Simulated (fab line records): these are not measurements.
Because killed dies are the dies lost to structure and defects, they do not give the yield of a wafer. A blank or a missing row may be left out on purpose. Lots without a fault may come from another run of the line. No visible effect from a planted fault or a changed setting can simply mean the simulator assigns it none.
Which tool did it? || flow sky130 || 36 wafers from 12 lots sampled at 5 of the route's 708 steps

## WHAT THE GAUGES SHOWED, per wafer
SKY_FIELD_ISO_CD_MEAS_13 targets a cd of 150 nm. Usual: 149.8 nm for cd-nm, sd 1.7.
{"lot": "L499", "measured": "day 2 09:35", "on": "cd-sem-01", "cd-nm (nm)": "146.2 147.2 147.8", "flag": ""}
{"lot": "L500", "measured": "day 2 13:48", "on": "cd-sem-01", "cd-nm (nm)": "149.9 149.0 150.0", "flag": ""}
{"lot": "L501", "measured": "day 2 21:38", "on": "cd-sem-02", "cd-nm (nm)": "150.1 149.1 148.6", "flag": ""}
{"lot": "L502", "measured": "day 3 02:26", "on": "cd-sem-02", "cd-nm (nm)": "150.9 151.2 151.3", "flag": ""}
{"lot": "L503", "measured": "day 3 08:24", "on": "cd-sem-01", "cd-nm (nm)": "148.0 148.0 147.6", "flag": ""}
{"lot": "L504", "measured": "day 3 12:20", "on": "cd-sem-02", "cd-nm (nm)": "148.4 149.4 149.8", "flag": ""}
{"lot": "L505", "measured": "day 3 21:42", "on": "cd-sem-01", "cd-nm (nm)": "151.9 152.6 152.2", "flag": ""}
{"lot": "L506", "measured": "day 4 00:36", "on": "cd-sem-02", "cd-nm (nm)": "150.8 150.1 149.5", "flag": ""}
{"lot": "L510", "measured": "day 4 21:02", "on": "cd-sem-02", "cd-nm (nm)": "150.3 149.6 150.9", "flag": ""}
{"lot": "L512", "measured": "day 5 05:27", "on": "cd-sem-02", "cd-nm (nm)": "149.7 150.2 148.8", "flag": ""}
{"lot": "L519", "measured": "day 6 19:45", "on": "cd-sem-02", "cd-nm (nm)": "151.0 148.8 149.4", "flag": ""}
{"lot": "L520", "measured": "day 7 00:29", "on": "cd-sem-01", "cd-nm (nm)": "153.3 152.7 153.0", "flag": ""}

SKY_VT_ADJUST_LVTN_OVL_MEAS_18. Usual: VT_ADJUST_LVTN_01_OVL gives -0.3 nm (standard deviation 1.3).
{"lot": "L499", "measured": "day 7 23:26", "on": "overlay-02", "VT_ADJUST_LVTN_01_OVL (nm)": "0.8 -0.2 -0.2", "flag": ""}
{"lot": "L500", "measured": "day 8 09:35", "on": "overlay-02", "VT_ADJUST_LVTN_01_OVL (nm)": "-0.6 -0.5 -0.1", "flag": ""}
{"lot": "L501", "measured": "day 8 19:35", "on": "overlay-01", "VT_ADJUST_LVTN_01_OVL (nm)": "-0.8 1.5 -0.3", "flag": ""}
{"lot": "L502", "measured": "day 9 00:22", "on": "overlay-02", "VT_ADJUST_LVTN_01_OVL (nm)": "-0.5 -2.0 -0.2", "flag": ""}
{"lot": "L503", "measured": "day 9 05:49", "on": "overlay-01", "VT_ADJUST_LVTN_01_OVL (nm)": "1.5 -0.8 0.1", "flag": ""}
{"lot": "L504", "measured": "day 9 13:55", "on": "overlay-02", "VT_ADJUST_LVTN_01_OVL (nm)": "-0.3 0.4 0.5", "flag": ""}
{"lot": "L505", "measured": "day 9 23:35", "on": "overlay-02", "VT_ADJUST_LVTN_01_OVL (nm)": "-0.2 -1.1 -5.1", "flag": ""}
{"lot": "L506", "measured": "day 10 04:31", "on": "overlay-02", "VT_ADJUST_LVTN_01_OVL (nm)": "0.8 -0.2 -1.2", "flag": ""}
{"lot": "L510", "measured": "day 11 10:22", "on": "overlay-02", "VT_ADJUST_LVTN_01_OVL (nm)": "162.1 163.3 161.6", "flag": "OFF"}
{"lot": "L512", "measured": "day 11 18:14", "on": "overlay-01", "VT_ADJUST_LVTN_01_OVL (nm)": "163.3 163.4 165.0", "flag": "OFF"}
{"lot": "L519", "measured": "day 13 19:40", "on": "overlay-01", "VT_ADJUST_LVTN_01_OVL (nm)": "-1.6 -1.8 0.0", "flag": ""}
{"lot": "L520", "measured": "day 14 02:46", "on": "overlay-02", "VT_ADJUST_LVTN_01_OVL (nm)": "-1.5 -0.8 -1.6", "flag": ""}

SKY_VT_ADJUST_LVTN_TW_MEAS_21. Usual: VT_ADJUST_LVTN_2_TW gives 188.8 (standard deviation 1.3).
{"lot": "L499", "measured": "day 7 23:44", "on": "film-metro-02", "VT_ADJUST_LVTN_2_TW": "187.6 187.7 188.0", "flag": ""}
{"lot": "L500", "measured": "day 8 09:52", "on": "film-metro-03", "VT_ADJUST_LVTN_2_TW": "187.5 188.0 187.2", "flag": ""}
{"lot": "L501", "measured": "day 8 19:52", "on": "film-metro-03", "VT_ADJUST_LVTN_2_TW": "188.2 187.7 188.3", "flag": ""}
{"lot": "L502", "measured": "day 9 00:40", "on": "film-metro-04", "VT_ADJUST_LVTN_2_TW": "190.7 189.5 190.4", "flag": ""}
{"lot": "L503", "measured": "day 9 06:06", "on": "film-metro-02", "VT_ADJUST_LVTN_2_TW": "188.8 190.0 189.2", "flag": ""}
{"lot": "L504", "measured": "day 9 14:12", "on": "film-metro-03", "VT_ADJUST_LVTN_2_TW": "186.8 186.7 187.0", "flag": ""}
{"lot": "L505", "measured": "day 9 23:52", "on": "film-metro-04", "VT_ADJUST_LVTN_2_TW": "190.8 190.4 189.9", "flag": ""}
{"lot": "L506", "measured": "day 10 04:49", "on": "film-metro-02", "VT_ADJUST_LVTN_2_TW": "188.4 187.7 187.2", "flag": ""}
{"lot": "L510", "measured": "day 11 10:38", "on": "film-metro-04", "VT_ADJUST_LVTN_2_TW": "189.3 189.5 189.8", "flag": ""}
{"lot": "L512", "measured": "day 11 18:31", "on": "film-metro-02", "VT_ADJUST_LVTN_2_TW": "187.4 187.7 186.7", "flag": ""}
{"lot": "L519", "measured": "day 13 19:58", "on": "film-metro-04", "VT_ADJUST_LVTN_2_TW": "189.3 190.8 190.2", "flag": ""}
{"lot": "L520", "measured": "day 14 03:03", "on": "film-metro-02", "VT_ADJUST_LVTN_2_TW": "187.9 187.6 188.4", "flag": ""}

## WHAT TOOL EACH LOT RAN ON (gives the tool, then ch and the chambers of the sampled wafers, and finally the start)
{"lot": "L499", "SKY_VT_ADJUST_LVTN_STRIP_09": "plasma-asher-02 ch 0,1, day 7 03:26", "SKY_VT_ADJUST_LVTN_EXPOSE_15": "iline-stepper-02 ch 0, day 7 14:04"}
{"lot": "L500", "SKY_VT_ADJUST_LVTN_STRIP_09": "plasma-asher-01 ch 0,1, day 7 13:48", "SKY_VT_ADJUST_LVTN_EXPOSE_15": "iline-stepper-01 ch 0, day 7 23:50"}
{"lot": "L501", "SKY_VT_ADJUST_LVTN_STRIP_09": "plasma-asher-01 ch 0,1, day 7 22:40", "SKY_VT_ADJUST_LVTN_EXPOSE_15": "iline-stepper-01 ch 0, day 8 08:52"}
{"lot": "L502", "SKY_VT_ADJUST_LVTN_STRIP_09": "plasma-asher-04 ch 0,1, day 8 03:12", "SKY_VT_ADJUST_LVTN_EXPOSE_15": "iline-stepper-01 ch 0, day 8 13:39"}
{"lot": "L503", "SKY_VT_ADJUST_LVTN_STRIP_09": "plasma-asher-01 ch 0,1, day 8 07:33", "SKY_VT_ADJUST_LVTN_EXPOSE_15": "iline-stepper-02 ch 0, day 8 18:23"}
{"lot": "L504", "SKY_VT_ADJUST_LVTN_STRIP_09": "plasma-asher-02 ch 0,1, day 8 15:48", "SKY_VT_ADJUST_LVTN_EXPOSE_15": "iline-stepper-02 ch 0, day 9 02:40"}
{"lot": "L505", "SKY_VT_ADJUST_LVTN_STRIP_09": "plasma-asher-02 ch 0,1, day 9 01:15", "SKY_VT_ADJUST_LVTN_EXPOSE_15": "iline-stepper-01 ch 0, day 9 12:41"}
{"lot": "L506", "SKY_VT_ADJUST_LVTN_STRIP_09": "plasma-asher-02 ch 1, day 9 06:10", "SKY_VT_ADJUST_LVTN_EXPOSE_15": "iline-stepper-01 ch 0, day 9 16:57"}
{"lot": "L510", "SKY_VT_ADJUST_LVTN_STRIP_09": "plasma-asher-02 ch 0, day 10 11:18", "SKY_VT_ADJUST_LVTN_EXPOSE_15": "iline-stepper-02 ch 0, day 10 22:47"}
{"lot": "L512", "SKY_VT_ADJUST_LVTN_STRIP_09": "plasma-asher-04 ch 0,1, day 10 19:05", "SKY_VT_ADJUST_LVTN_EXPOSE_15": "iline-stepper-02 ch 0, day 11 07:08"}
{"lot": "L519", "SKY_VT_ADJUST_LVTN_STRIP_09": "plasma-asher-01 ch 0,1, day 12 18:10", "SKY_VT_ADJUST_LVTN_EXPOSE_15": "iline-stepper-01 ch 0, day 13 06:50"}
{"lot": "L520", "SKY_VT_ADJUST_LVTN_STRIP_09": "plasma-asher-02 ch 0,1, day 13 01:07", "SKY_VT_ADJUST_LVTN_EXPOSE_15": "iline-stepper-01 ch 0, day 13 14:08"}
- SKY_VT_ADJUST_LVTN_STRIP_09: strips in O2/N2.
- SKY_VT_ADJUST_LVTN_EXPOSE_15: exposes mask HVN STD DERIVED, target cd 600 nm.

## AS READ BY THE TOOLS THEMSELVES (means over the sampled wafers that have a number; for cases with no such wafer, the mark the record gives instead)
SKY_VT_ADJUST_LVTN_STRIP_09. Usual: drypump-motor-current-A 5.5 A, standard deviation 0.47; o2-flow-sccm 3000 sccm, standard deviation 8.8; oes-product-au 0.723 a.u., standard deviation 0.0043; strip-time-to-endpoint-s 36.94 s, standard deviation 0.1.
{"lot": "L499", "tool": "plasma-asher-02", "drypump-motor-current-A (A)": 5.6, "o2-flow-sccm (sccm)": 2993, "oes-product-au (a.u.)": 0.724, "strip-time-to-endpoint-s (s)": 36.90, "flag": ""}
{"lot": "L500", "tool": "plasma-asher-01", "drypump-motor-current-A (A)": 5.7, "o2-flow-sccm (sccm)": 3013, "oes-product-au (a.u.)": 0.722, "strip-time-to-endpoint-s (s)": 36.87, "flag": ""}
{"lot": "L501", "tool": "plasma-asher-01", "drypump-motor-current-A (A)": 5.7, "o2-flow-sccm (sccm)": 2991, "oes-product-au (a.u.)": 0.720, "strip-time-to-endpoint-s (s)": 36.90, "flag": ""}
{"lot": "L502", "tool": "plasma-asher-04", "drypump-motor-current-A (A)": 5.5, "o2-flow-sccm (sccm)": 2996, "oes-product-au (a.u.)": 0.724, "strip-time-to-endpoint-s (s)": 36.99, "flag": ""}
{"lot": "L503", "tool": "plasma-asher-01", "drypump-motor-current-A (A)": 5.3, "o2-flow-sccm (sccm)": 3002, "oes-product-au (a.u.)": 0.722, "strip-time-to-endpoint-s (s)": 36.96, "flag": ""}
{"lot": "L504", "tool": "plasma-asher-02", "drypump-motor-current-A (A)": 5.4, "o2-flow-sccm (sccm)": 2993, "oes-product-au (a.u.)": 0.723, "strip-time-to-endpoint-s (s)": 37.00, "flag": ""}
{"lot": "L505", "tool": "plasma-asher-02", "drypump-motor-current-A (A)": 5.6, "o2-flow-sccm (sccm)": 3007, "oes-product-au (a.u.)": 0.726, "strip-time-to-endpoint-s (s)": 36.98, "flag": ""}
{"lot": "L506", "tool": "plasma-asher-02", "drypump-motor-current-A (A)": 5.7, "o2-flow-sccm (sccm)": 3001, "oes-product-au (a.u.)": 0.724, "strip-time-to-endpoint-s (s)": 36.94, "flag": ""}
{"lot": "L510", "tool": "plasma-asher-02", "drypump-motor-current-A (A)": 5.3, "o2-flow-sccm (sccm)": 3003, "oes-product-au (a.u.)": 0.725, "strip-time-to-endpoint-s (s)": 37.00, "flag": ""}
{"lot": "L512", "tool": "plasma-asher-04", "drypump-motor-current-A (A)": 5.4, "o2-flow-sccm (sccm)": 2999, "oes-product-au (a.u.)": 0.717, "strip-time-to-endpoint-s (s)": 37.16, "flag": ""}
{"lot": "L519", "tool": "plasma-asher-01", "drypump-motor-current-A (A)": 5.7, "o2-flow-sccm (sccm)": 3007, "oes-product-au (a.u.)": 0.721, "strip-time-to-endpoint-s (s)": 36.81, "flag": ""}
{"lot": "L520", "tool": "plasma-asher-02", "drypump-motor-current-A (A)": 5.6, "o2-flow-sccm (sccm)": 2991, "oes-product-au (a.u.)": 0.723, "strip-time-to-endpoint-s (s)": 36.94, "flag": ""}

SKY_VT_ADJUST_LVTN_EXPOSE_15. Usual: 22.99 C for reticle-temp-C, sd 0.11.
{"lot": "L499", "tool": "iline-stepper-02", "reticle-temp-C (C)": 23.14, "flag": ""}
{"lot": "L500", "tool": "iline-stepper-01", "reticle-temp-C (C)": 22.99, "flag": ""}
{"lot": "L501", "tool": "iline-stepper-01", "reticle-temp-C (C)": 22.81, "flag": ""}
{"lot": "L502", "tool": "iline-stepper-01", "reticle-temp-C (C)": 22.96, "flag": ""}
{"lot": "L503", "tool": "iline-stepper-02", "reticle-temp-C (C)": 23.08, "flag": ""}
{"lot": "L504", "tool": "iline-stepper-02", "reticle-temp-C (C)": 23.06, "flag": ""}
{"lot": "L505", "tool": "iline-stepper-01", "reticle-temp-C (C)": 23.06, "flag": ""}
{"lot": "L506", "tool": "iline-stepper-01", "reticle-temp-C (C)": 23.00, "flag": ""}
{"lot": "L510", "tool": "iline-stepper-02", "reticle-temp-C (C)": 22.94, "flag": ""}
{"lot": "L512", "tool": "iline-stepper-02", "reticle-temp-C (C)": 22.94, "flag": ""}
{"lot": "L519", "tool": "iline-stepper-01", "reticle-temp-C (C)": 23.14, "flag": ""}
{"lot": "L520", "tool": "iline-stepper-01", "reticle-temp-C (C)": 23.11, "flag": ""}

## THE ANSWER, worked out from the rows above alone
Rule: a lot counts as off when the mean over its wafers that have a number is more than 3 standard deviations away from the usual mean. Also off: a lot with no number at a reading for which 4 or more lots have one. All remaining lots with rows at the step are treated as sound. The gauges are gone through in route order, then the tools' own readings, and for those a lot's mean is taken as printed above. At the first step where some lot is off, the reading lying furthest off is the one used; lots without a number count as furthest.
Off: at SKY_VT_ADJUST_LVTN_OVL_MEAS_18 (VT_ADJUST_LVTN_01_OVL), L510, L512.
A tool fits if, at a process step before that reading, it ran every lot that is off, and no sound lot after the first of them. Those tools and the gauges at SKY_VT_ADJUST_LVTN_OVL_MEAS_18 are tried in the same way. One candidate fits, namely iline-stepper-02 at SKY_VT_ADJUST_LVTN_EXPOSE_15. A fault onset in the window from L504 (day 9 02:40, its last sound lot) to L510 (day 10 22:47, its first lot off) fits.

## WHAT THE SIMULATOR HAD PUT IN
Scanner matching overlay: iline-stepper-02, from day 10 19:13 on, at SKY_VT_ADJUST_LVTN_EXPOSE_15. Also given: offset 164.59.
Lots struck among those shown: L510, L512. The rule given above showed the same thing.
